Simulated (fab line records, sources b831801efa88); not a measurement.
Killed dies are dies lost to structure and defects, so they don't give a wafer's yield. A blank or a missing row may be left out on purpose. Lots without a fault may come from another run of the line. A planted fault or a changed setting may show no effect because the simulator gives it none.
Split-lot experiment | flow sfq_line | 5 lots, 23 wafers read, on a route of 325 steps

THE SPLIT
At SFQ_TRILAYER_L0_LITHO_EXPOSE_006 (exposes mask L0, target cd 2000 nm), the setting dose_mj was moved away from the recipe's 14.4 on 5 of the 23 wafers read, by -7.4% to +6.4%. The other wafers ran this setting at the recipe's value.

FROM THE SPLIT TO THE READING: what the file shows between them, 2 steps
- SFQ_TRILAYER_L0_LITHO_PEB_008: peb time 60 s
- SFQ_TRILAYER_L0_LITHO_DEVELOP_007: time 60 s

THE READING
L0.cd_nm (the simulator's own value, which no gauge read), in nm, at SFQ_TRILAYER_L0_BARC_OPEN_METAL_ETCH_010 (etches BARC in O2, target depth 125 nm, time 41.7 s). The file gives no usual value for it. The 18 wafers here that ran the recipe average 1999 nm, standard deviation 2.2 nm.

wafer  | tool, chamber at the split | dose_mj as run | against the recipe | L0.cd_nm, nm | against lot-mates on the recipe
L074.1 | krf_scanner-02, 0          | 15.32          | +6.4%              | 1990         | -8
L074.2 | krf_scanner-02, 0          | 14.4           | recipe             | 1998         | -
L074.3 | krf_scanner-02, 0          | 15.32          | +6.4%              | 1990         | -8
L074.5 | krf_scanner-02, 0          | 15.32          | +6.4%              | 1989         | -9
L074.6 | krf_scanner-02, 0          | 14.4           | recipe             | 1998         | -
L078.1 | krf_scanner-01, 0          | 14.4           | recipe             | 1997         | -
L078.3 | krf_scanner-01, 0          | 14.4           | recipe             | 2001         | -
L078.4 | krf_scanner-01, 0          | 14.4           | recipe             | 1997         | -
L078.5 | krf_scanner-01, 0          | 14.4           | recipe             | 2000         | -
L078.6 | krf_scanner-01, 0          | 14.4           | recipe             | 2001         | -
L079.1 | krf_scanner-02, 0          | 14.4           | recipe             | 1998         | -
L079.2 | krf_scanner-02, 0          | 14.4           | recipe             | 1998         | -
L079.4 | krf_scanner-02, 0          | 14.4           | recipe             | 1998         | -
L082.1 | krf_scanner-02, 0          | 13.33          | -7.4%              | 2010         | +13
L082.2 | krf_scanner-02, 0          | 13.33          | -7.4%              | 2009         | +12
L082.3 | krf_scanner-02, 0          | 14.4           | recipe             | 1996         | -
L082.5 | krf_scanner-02, 0          | 14.4           | recipe             | 1997         | -
L082.6 | krf_scanner-02, 0          | 14.4           | recipe             | 1998         | -
L083.1 | krf_scanner-02, 0          | 14.4           | recipe             | 2001         | -
L083.2 | krf_scanner-02, 0          | 14.4           | recipe             | 2004         | -
L083.4 | krf_scanner-02, 0          | 14.4           | recipe             | 2000         | -
L083.5 | krf_scanner-02, 0          | 14.4           | recipe             | 2001         | -
L083.6 | krf_scanner-02, 0          | 14.4           | recipe             | 2003         | -

THE FIT
A straight line over all 23 wafers: L0.cd_nm changes by -1.44 nm for each +1% of dose_mj; r = -0.92; the points scatter about the line by 2 nm.
The same after taking each lot's own level away (the mean of its wafers on the recipe; 23 wafers): -1.49 nm for each +1%; r = -0.97; scatter 1.3 nm.
On that fit, the largest move of dose_mj shifts the reading by 11 nm.
The lots' own levels span 1997.0 to 2001.8 nm, that is 2.2 times the standard deviation above.
So the lot-to-lot level changes the slope little: the two slopes agree.
Check: with one of the wafers moved furthest among these (-7.4%) left out of the fit, the line predicts +10.7 nm for it against its lot-mates. It came out at +13 nm against them.

OTHER SPLITS ON THESE WAFERS
These wafers also went through other splits before the reading. Each is held against what the fit with the lots' levels taken away leaves over:
other split on the same wafers          | wafers away from the commonest value | r with L0.cd_nm (lot level and that fit taken away)
SFQ_TRILAYER_L0_LITHO_COAT_005 spin_rpm | 8                                    | -0.55

THE FILE'S OWN FIT
L0.cd_nm changes by -1.52 nm for each +1% of dose_mj, r = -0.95.
